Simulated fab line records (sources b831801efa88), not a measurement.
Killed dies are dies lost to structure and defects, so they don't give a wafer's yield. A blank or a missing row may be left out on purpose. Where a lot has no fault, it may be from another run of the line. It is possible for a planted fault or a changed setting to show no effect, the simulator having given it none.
One fault through the eyes of 2 desks | flow gf180mcu | every desk sees just its own numbers, and what lay behind them comes last

== THE METROLOGY DESK ==
Lot by lot, what the gauges showed, no matter which tool ran the lot: averages of those sampled wafers that carry a number. Any lot whose mean is over 4 standard deviations away from the usual mean is out of limits and marked OUT; that distance is given in the brackets.
Columns: A = HV_LDD_02_OVL at GF_HV_LDD_OVL_MEAS_32, usual -0.2 nm; B = HV_LDD_CVD_56_THK at GF_HV_LDD_THK_MEAS_57, usual 90.2 nm; C = cd-nm at GF_NSD_CD_MEAS_07, usual 400.0 nm; D = NSD_OVL at GF_NSD_OVL_MEAS_08, usual -0.4 nm
lot  | first seen here | A    | B    | C                | D
L275 | day 11 23:22    | 0.0  | 91.2 | 400.3            | -0.5
L277 | day 12 09:31    | -0.2 | 90.9 | 404.2            | 2.0
L278 | day 12 23:37    | -1.9 | 91.8 | 401.8            | -0.5
L279 | day 13 06:29    | 1.0  | 90.5 | 396.5            | -0.2
L281 | day 14 00:33    | -0.8 | 90.8 | 401.2            | -0.7
L282 | day 14 05:14    | 0.6  | 90.4 | 398.2            | 1.5
L284 | day 14 19:59    | 1.4  | 90.6 | 400.9            | 0.6
L285 | day 15 01:26    | 1.7  | 89.2 | 401.0            | -0.3
L286 | day 15 11:08    | 0.4  | 89.4 | 402.8            | -1.9
L288 | day 16 04:17    | -1.2 | 89.5 | 402.7            | -0.2
L293 | day 17 15:15    | -0.8 | 89.8 | 385.7 (-6.0) OUT | -0.7
L294 | day 18 00:49    | -0.5 | 90.9 | 399.0            | 0.3
L295 | day 18 11:59    | 0.7  | 89.4 | 381.5 (-7.7) OUT | 1.3
This desk's finding: out of limits on L293, L295; first on L293, day 19 18:46 (cd-nm at GF_NSD_CD_MEAS_07). Within limits: L275, L277, L278, L279, L281, L282, L284, L285, L286, L288, L294.

== FOR THE TOOL OWNER'S DESK: litho-track-04 ==
The tool's own readings at GF_NSD_COAT_02 (resist thk 1000 nm): means of the sampled wafers that have a number, for each lot that ran on this tool. Any lot whose mean is over 4 standard deviations away from the usual mean is out of limits and marked OUT; that distance is given in the brackets.
Columns: A = spin-speed-rpm at GF_NSD_COAT_02, usual 3000.2 rpm
lot  | first seen here | A
L279 | day 14 16:16    | 3000.9
L281 | day 15 11:21    | 2999.6
L282 | day 15 16:52    | 2999.6
L284 | day 16 08:22    | 3000.0
L288 | day 17 18:19    | 3000.0
L293 | day 19 06:58    | 2217.1 (-99 or more) OUT
L295 | day 20 04:13    | 2218.6 (-99 or more) OUT
This desk's finding: out of limits on L293, L295; first on L293, day 19 06:58 (spin-speed-rpm at GF_NSD_COAT_02). Within limits: L279, L281, L282, L284, L288.

== PUT TOGETHER ==
On L293, L295, at day 19 06:58, an alarm was possible from the tool owner's desk.
Metrology desk: alarm possible at day 19 18:46 on L293, L295.
All the named lots went through GF_NSD_COAT_02 on litho-track-04.

== WHAT THE SIMULATOR HAD PUT IN ==
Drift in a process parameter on litho-track-04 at GF_NSD_COAT_02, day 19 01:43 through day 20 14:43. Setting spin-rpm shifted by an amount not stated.
Struck lots among those shown: L293, L295.
Time in hours from fault onset to the first out-of-limits reading at each desk: tool owner's desk 5, metrology desk 17.
